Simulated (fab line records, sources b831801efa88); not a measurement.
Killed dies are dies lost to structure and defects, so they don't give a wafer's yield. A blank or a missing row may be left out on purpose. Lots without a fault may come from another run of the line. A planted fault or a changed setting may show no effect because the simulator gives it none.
One fault seen from 2 desks | flow gf180mcu | each desk has only its own numbers; what lay behind them comes last

THE METROLOGY DESK
What the gauges read, lot by lot, whatever tool the lot ran on: means of the sampled wafers that have a number. A lot is out of limits, marked OUT, if its mean lies more than 4 standard deviations from the usual mean; the brackets give that distance.
Columns: A = V1_OVL at GF_V1_OVL_MEAS_15, usual 3 nm; B = V1_W_RS at GF_V1_RS_MEAS_24, usual 0.329 ohm/sq; C = V1_W_THK at GF_V1_THK_MEAS_25, usual 342 nm
lot  | first seen here | A  | B     | C
L972 | day 21 05:11    | -2 | 0.326 | 350
L973 | day 21 14:29    | 6  | 0.334 | 338
L980 | day 24 10:38    | 7  | 0.332 | 340
L981 | day 24 20:36    | 2  | 0.328 | 341
L983 | day 24 22:50    | 8  | 0.323 | 347
L985 | day 25 14:47    | 3  | 0.326 | 341
This desk's finding: nothing out of limits on any of the 6 lots.

THE TOOL OWNER'S DESK: pvd_sputter-04
The tool's own readings at GF_M2_SPUTTER_00 (material Ti, target thk 37.5 nm, time 150 s): means of the sampled wafers that have a number, for each lot that ran on this tool. A lot is out of limits, marked OUT, if its mean lies more than 4 standard deviations from the usual mean; the brackets give that distance.
Columns: A = cathode_dc_power_W at GF_M2_SPUTTER_00, usual 4000.1 W; B = throttle_valve_pct at GF_M2_SPUTTER_00, usual 30.3 %
lot  | first seen here | A                        | B
L972 | day 21 06:34    | 3358.4 (-99 or more) OUT | 30.0
L973 | day 21 15:53    | 3358.3 (-99 or more) OUT | 30.5
L980 | day 24 12:22    | 4000.6                   | 30.5
This desk's finding: out of limits on L972, L973; first on L972, day 21 06:34 (cathode_dc_power_W at GF_M2_SPUTTER_00). In limits: L980.

PUT TOGETHER
The tool owner's desk could have raised an alarm at day 21 06:34, on L972, L973.
The metrology desk saw nothing out of limits.
The metrology desk has L972, L973 on record, within its limits.
Of the lots named, all ran GF_M2_SPUTTER_00 on pvd_sputter-04.

WHAT THE SIMULATOR HAD PUT IN
Process parameter drift: pvd_sputter-04, from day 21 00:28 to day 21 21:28, at GF_M2_SPUTTER_00. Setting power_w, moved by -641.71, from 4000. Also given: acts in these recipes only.
Lots struck among those shown: L972, L973.
Hours from the fault's start to each desk's first reading out of limits: the tool owner's desk, 6.
